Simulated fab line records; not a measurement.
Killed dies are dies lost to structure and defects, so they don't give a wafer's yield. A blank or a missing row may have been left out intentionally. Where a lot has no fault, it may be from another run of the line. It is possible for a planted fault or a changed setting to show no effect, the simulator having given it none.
fab line records	flow gf180mcu
[record] lots = 12	wafers = 36	last-day = 34
route steps=602 shown HV_LDD@191 CONTACT@310 V4@479 V5@558
lots with no fault: from the same line, run without faults
start-h: start of the lot's first displayed wafer, in hours after the record's first day	wait-h: hours from the lot's prior step to this one	" identical to the entry in the row above	L1.1+2: one row covering several wafers at once	- either no value or no given start	* or withheld: withheld	< > ~ a bound
route shown NAME@n: names a module that has steps shown in the file, with the first one's number in the route	usual: mean and standard deviation over wafers with no fault	same: alike in all rows	chamber/n: place in a boat	sites: the reading at each site	_std_site: how widely they spread, as a standard deviation	_edge_site: outer sites' mean less inner sites'	radius-mm: how far each site lies from the wafer's centre	mask NAME#n: copy n	behind: tool/chamber where the wafer was last shaped	hold: the reason the lot was held/the length of the hold in hours/how it ended	device: the transistor (n, p or np) that didn't switch	end of line: tests of these same wafers at the route's end	a step with no rows: only its recipe	killed: dies that structure and defects cost at the first sort, which is not the same as the wafer's yield	map: per-die view of a wafer (x killed, . not killed, _ where there is no die)
set.NAME: the setting as run; set.NAME@STEP: as run at that earlier step	model.NAME: the simulator's own value behind a step, which no gauge read
one table for each step of the route and one row for each wafer, over a sample of lots
services: the hour from which a tool's chamber was out of use, counted from the record's first day as start-h (under 0 if before that day), plus the number of hours and why
[[steps]]
[step GF_HV_LDD_SOFTBAKE_15]
[recipe] temp-c = 90	time-s = 60	resist = NOVOLAK
[usual] heater-power-total-W = 56.59/0.045	plate-temp-C = 89.96/0.13
lot.wafer	tool	chamber	start-h	wait-h	heater-power-total-W	plate-temp-C
L651.1	litho-track-03	0	256.99	0.1	56.59	89.84
L651.4	"	0	"	"	56.53	90.04
L651.5	"	0	"	"	56.61	90.02
L652.1	litho-track-01	0	264.35	0.1	56.57	90.12
L652.2	"	0	"	"	56.66	90.08
L652.3	"	0	"	"	56.53	89.89
L653.1	litho-track-03	0	268.59	0.1	56.65	89.80
L653.4	"	0	"	"	56.59	89.85
L653.6	"	0	"	"	56.54	89.78
L654.1	litho-track-04	0	279.65	0.1	56.60	90.00
L654.2	"	0	"	"	56.67	90.16
L654.4	"	0	"	"	56.65	90.05
L656.1	litho-track-04	0	297.60	0.1	56.60	89.88
L656.4	"	0	"	"	56.58	89.81
L656.6	"	0	"	"	56.65	89.75
L660.3	litho-track-03	0	326.34	0.1	52.86	85.44
L660.4	"	0	"	"	52.85	85.58
L660.6	"	0	"	"	52.89	85.68
L661.4	litho-track-03	0	329.26	0.1	52.75	85.68
L661.5	"	0	"	"	52.86	85.67
L661.6	"	0	"	"	52.83	85.75
L664.2	litho-track-01	0	357.63	0.1	56.62	90.02
L664.4	"	0	"	"	56.57	89.80
L664.5	"	0	"	"	56.61	90.13
L667.3	litho-track-01	0	378.45	0.1	56.58	90.00
L667.4	"	0	"	"	56.58	89.84
L667.5	"	0	"	"	56.63	90.08
L668.1	litho-track-04	0	387.30	0.1	56.54	89.87
L668.4	"	0	"	"	56.46	89.82
L668.5	"	0	"	"	56.59	89.96
L669.3	litho-track-04	0	392.89	0.1	56.58	90.04
L669.5	"	0	"	"	56.58	90.17
L669.6	"	0	"	"	56.64	90.12
L670.2	litho-track-03	0	402.56	0.1	56.60	89.89
L670.5	"	0	"	"	56.65	89.86
L670.6	"	0	"	"	56.61	89.94
[step GF_HV_LDD_STRIP_22]
[recipe] chemistry = O2/N2	power-w = 1400	pressure-mtorr = 1500	platen-temp-c = 250	o2-flow-sccm = 3000	n2-flow-sccm = 300	overash-fraction = 0.5
[usual] drypump-motor-current-A = 6.0/0.5	heater-power-w = 310/24	oes-product-au = 0.716/0.0043	strip-time-to-endpoint-s = 12.65/0.032
lot.wafer	tool	chamber	start-h	wait-h	drypump-motor-current-A	heater-power-w	oes-product-au	rf-hours-counter-h	strip-time-to-endpoint-s
L651.1	plasma-asher-03	1	267.41	0.1	6.2	318	0.724	64	12.64
L651.4	"	0	"	"	6.0	347	0.719	-	12.65
L651.5	"	1	"	"	6.1	325	0.714	-	12.67
L652.1	plasma-asher-03	0	274.21	0.1	6.0	344	0.717	65	12.59
L652.2	"	1	"	"	6.1	328	0.722	65	12.60
L652.3	"	0	"	"	6.0	340	0.711	-	12.63
L653.1	plasma-asher-04	1	278.59	0.1	5.8	267	0.722	62	12.64
L653.4	"	1	"	"	5.8	277	0.717	-	12.69
L653.6	"	0	"	"	5.3	319	0.711	-	12.66
L654.1	plasma-asher-03	1	290.05	0.1	6.1	327	0.717	66	12.66
L654.2	"	0	"	"	6.0	342	0.720	66	12.55
L654.4	"	1	"	"	6.1	318	0.717	-	12.59
L656.1	plasma-asher-01	0	308.09	0.1	6.8	306	0.711	19	12.65
L656.4	"	0	"	"	6.7	305	0.715	-	12.65
L656.6	"	1	"	"	6.6	300	0.713	-	12.63
L660.3	plasma-asher-03	0	337.19	0.1	6.0	353	0.717	-	12.82
L660.4	"	1	"	"	6.1	324	0.721	-	12.83
L660.6	"	1	"	"	6.1	331	0.714	-	12.82
L661.4	plasma-asher-04	1	339.73	0.1	5.8	279	0.721	-	12.76
L661.5	"	0	"	"	5.3	327	0.711	-	12.82
L661.6	"	1	"	"	5.8	280	0.715	-	12.79
L664.2	plasma-asher-04	1	368.75	0.1	5.8	269	0.715	72	12.67
L664.4	"	0	"	"	5.3	331	0.720	-	12.65
L664.5	"	1	"	"	5.8	269	0.713	-	12.62
L667.3	plasma-asher-01	0	390.28	0.1	6.8	302	0.708	-	12.67
L667.4	"	1	"	"	6.6	304	0.716	-	12.66
L667.5	"	0	"	"	6.7	308	0.714	-	12.68
L668.1	plasma-asher-04	0	399.65	0.1	5.3	330	0.707	75	12.61
L668.4	"	0	"	"	5.3	330	0.716	-	12.66
L668.5	"	0	"	"	5.3	320	0.715	-	12.65
L669.3	plasma-asher-04	1	405.83	0.1	5.8	276	0.725	-	12.68
L669.5	"	1	"	"	5.8	276	0.713	-	12.62
L669.6	"	0	"	"	5.3	323	0.718	-	12.63
L670.2	plasma-asher-03	1	414.65	0.1	6.1	324	0.720	79	12.66
L670.5	"	0	"	"	6.0	347	0.719	-	12.71
L670.6	"	1	"	"	6.1	319	0.709	-	12.65
[step GF_CONTACT_SPUTTER_23]
[recipe] material = TiN	target-thk-nm = 10	chamber-pressure-pa = 5	power-w = 4000	time-s = 40
[usual] throttle-valve-pct = 30.6/0.85
lot.wafer	tool	chamber	start-h	wait-h	throttle-valve-pct
L651.1	pvd-sputter-04	-	402.85	0.0	29.5
L651.4	"	-	"	"	31.8
L651.5	"	-	"	"	29.3
L652.1	pvd-sputter-03	-	411.84	0.0	30.8
L652.2	"	-	"	"	31.5
L652.3	"	-	"	"	31.2
L653.1	pvd-sputter-01	-	416.90	0.0	30.6
L653.4	"	-	"	"	31.3
L653.6	"	-	"	"	30.3
L654.1	pvd-sputter-03	-	433.81	0.0	29.0
L654.2	"	-	"	"	30.3
L654.4	"	-	"	"	31.3
L656.1	pvd-sputter-03	-	454.13	0.0	28.9
L656.4	"	-	"	"	30.5
L656.6	"	-	"	"	30.9
L660.3	pvd-sputter-03	-	485.52	0.0	30.4
L660.4	"	-	"	"	28.8
L660.6	"	-	"	"	30.8
L661.4	pvd-sputter-01	-	488.22	0.0	31.2
L661.5	"	-	"	"	30.7
L661.6	"	-	"	"	31.0
L664.2	pvd-sputter-04	-	519.57	0.0	30.2
L664.4	"	-	"	"	30.0
L664.5	"	-	"	"	31.7
L667.3	pvd-sputter-01	-	539.84	0.0	30.4
L667.4	"	-	"	"	30.7
L667.5	"	-	"	"	31.1
L668.1	pvd-sputter-03	-	551.53	0.0	28.6
L668.4	"	-	"	"	31.2
L668.5	"	-	"	"	29.2
L669.3	pvd-sputter-03	-	555.52	0.0	31.5
L669.5	"	-	"	"	31.4
L669.6	"	-	"	"	30.5
L670.2	pvd-sputter-03	-	563.81	0.0	30.4
L670.5	"	-	"	"	31.8
L670.6	"	-	"	"	30.4
[step GF_V4_THK_MEAS_03]
[recipe] reads = SiO2_of_V4_CVD_02
[usual] V4_CVD_02_THK = 848/9.4
lot.wafer	tool	chamber	start-h	wait-h	V4_CVD_02_THK[nm]
L651.1	film-metro-01	-	579.59	0.0	849
L651.4	"	-	"	"	856
L651.5	"	-	"	"	850
L652.1	film-metro-01	-	587.35	0.0	828
L652.2	"	-	"	"	836
L652.3	"	-	"	"	845
L653.1	film-metro-03	-	593.84	0.0	854
L653.4	"	-	"	"	852
L653.6	"	-	"	"	857
L654.1	film-metro-04	-	608.53	0.0	839
L654.2	"	-	"	"	837
L654.4	"	-	"	"	853
L656.1	film-metro-01	-	625.03	0.0	854
L656.4	"	-	"	"	856
L656.6	"	-	"	"	858
L660.3	film-metro-01	-	650.77	0.1	825
L660.4	"	-	"	"	842
L660.6	"	-	"	"	836
L661.4	film-metro-01	-	653.77	0.0	860
L661.5	"	-	"	"	856
L661.6	"	-	"	"	853
L664.2	film-metro-01	-	680.10	0.0	853
L664.4	"	-	"	"	860
L664.5	"	-	"	"	869
L667.3	film-metro-04	-	696.05	0.1	847
L667.4	"	-	"	"	853
L667.5	"	-	"	"	867
L668.1	film-metro-01	-	705.58	0.0	846
L668.4	"	-	"	"	858
L668.5	"	-	"	"	871
L669.3	film-metro-01	-	710.49	0.1	842
L669.5	"	-	"	"	864
L669.6	"	-	"	"	858
L670.2	film-metro-03	-	716.62	0.0	845
L670.5	"	-	"	"	858
L670.6	"	-	"	"	855
[step GF_V5_STRIP_18]
[recipe] chemistry = O2/N2	power-w = 1400	pressure-mtorr = 1500	platen-temp-c = 250	o2-flow-sccm = 3000	n2-flow-sccm = 300	overash-fraction = 0.5
[usual] drypump-motor-current-A = 6.4/0.31	heater-power-w = 321/20	oes-product-au = 0.568/0.0051
lot.wafer	tool	chamber	start-h	wait-h	drypump-motor-current-A	heater-power-w	oes-product-au	rf-hours-counter-h
L651.1	plasma-asher-03	1	665.94	-	6.1	310	0.560	107
L651.4	"	0	"	"	6.0	346	0.565	-
L651.5	"	0	"	"	6.0	347	0.577	-
L652.1	plasma-asher-01	1	673.41	-	6.6	309	0.562	57
L652.2	"	0	"	"	6.7	309	0.571	57
L652.3	"	0	"	"	6.8	303	0.568	-
L653.1	plasma-asher-03	0	679.84	-	6.0	354	0.569	110
L653.4	"	1	"	"	6.1	328	0.565	-
L653.6	"	0	"	"	6.0	354	0.563	-
L654.1	plasma-asher-01	1	691.96	-	6.6	307	0.564	59
L654.2	"	0	"	"	6.7	316	0.579	59
L654.4	"	1	"	"	6.6	305	0.571	-
L656.1	plasma-asher-01	1	706.33	-	6.6	299	0.576	61
L656.4	"	1	"	"	6.6	305	0.576	-
L656.6	"	0	"	"	6.7	314	0.572	-
L660.3	plasma-asher-03	0	730.06	-	5.9	351	0.572	-
L660.4	"	1	"	"	6.1	323	0.578	-
L660.6	"	0	"	"	6.0	349	0.565	-
L661.4	plasma-asher-01	0	733.57	-	6.7	301	0.562	-
L661.5	"	0	"	"	6.7	306	0.565	-
L661.6	"	1	"	"	6.6	313	0.562	-
L664.2	plasma-asher-01	0	754.81	-	6.7	297	0.575	69
L664.4	"	0	"	"	6.7	306	0.573	-
L664.5	"	0	"	"	6.7	308	0.571	-
L667.3	plasma-asher-03	1	770.51	-	6.1	333	0.570	-
L667.4	"	0	"	"	6.0	350	0.575	-
L667.5	"	1	"	"	6.1	329	0.565	-
L668.1	plasma-asher-01	1	777.34	-	6.5	298	0.561	72
L668.4	"	1	"	"	6.5	301	0.563	-
L668.5	"	1	"	"	6.6	306	0.572	-
L669.3	plasma-asher-01	1	782.84	-	6.5	303	0.568	-
L669.5	"	0	"	"	6.7	309	0.563	-
L669.6	"	1	"	"	6.6	301	0.563	-
L670.2	plasma-asher-01	0	788.57	-	6.7	312	0.572	74
L670.5	"	0	"	"	6.8	305	0.559	-
L670.6	"	1	"	"	6.6	301	0.578	-
[[services]]
tool	chamber	start-h	hours	kind
pvd-sputter-04	-	295.61	1.0	repair
pvd-sputter-01	-	300.91	2.8	repair
plasma-asher-03	-	303.30	2.8	pm
pvd-sputter-03	-	308.44	1.6	repair
pvd-sputter-03	-	323.85	27.3	repair
plasma-asher-04	-	334.60	2.8	pm
pvd-sputter-03	-	337.30	0.8	repair
pvd-sputter-03	-	351.53	5.7	repair
pvd-sputter-04	-	386.77	1.5	repair
pvd-sputter-03	-	395.51	1.7	repair
plasma-asher-04	-	421.25	9.0	pm
pvd-sputter-04	-	449.78	7.4	repair
plasma-asher-03	-	501.55	1.1	repair
pvd-sputter-04	-	529.06	0.5	repair
plasma-asher-04	-	545.87	0.7	repair
pvd-sputter-01	-	575.77	1.7	repair
plasma-asher-03	-	593.51	2.4	repair
pvd-sputter-03	-	658.35	2.7	repair
pvd-sputter-01	-	664.14	4.2	repair
plasma-asher-01	-	677.47	2.8	pm
plasma-asher-03	-	733.75	9.0	pm
pvd-sputter-04	-	746.27	2.3	repair
plasma-asher-03	-	751.11	7.5	repair
pvd-sputter-03	-	773.20	1.1	repair
[[key]]
[first-sign] step = GF_HV_LDD_SOFTBAKE_15	reading = heater-power-total-W	direction = down	sigmas = 83	usual = 56.59	struck = 52.84
[effect] step = GF_HV_LDD_SOFTBAKE_15	reading = plate-temp-C	direction = down	sigmas = 34	usual = *	struck = *
[effect] step = GF_HV_LDD_STRIP_22	reading = strip-time-to-endpoint-s	direction = up	sigmas = 5	usual = *	struck = *
met-at GF_HV_LDD_SOFTBAKE_15
struck-lots L660,L661
tester-left-out L660,L661
not-acting-at GF_CONTACT_SPUTTER_23,GF_V4_THK_MEAS_03,GF_V5_STRIP_18
onset-between 268.59 326.34
[fault] kind = process-parameter-drift	tool = litho-track-03	chamber = -	onset-h = 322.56	steps = GF_HV_LDD_SOFTBAKE_15	channel = temp-c	offset = *	shape = step	end-h = 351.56	acts-in = *	stated = *
// tester-left-out: of these lots the tester's yield and bins aren't shown, on N5 and GAA mostly nor the transistor test; their killed dies are dies lost to structure and defects alone, not to doping, threshold or leakage, so they don't give the yield
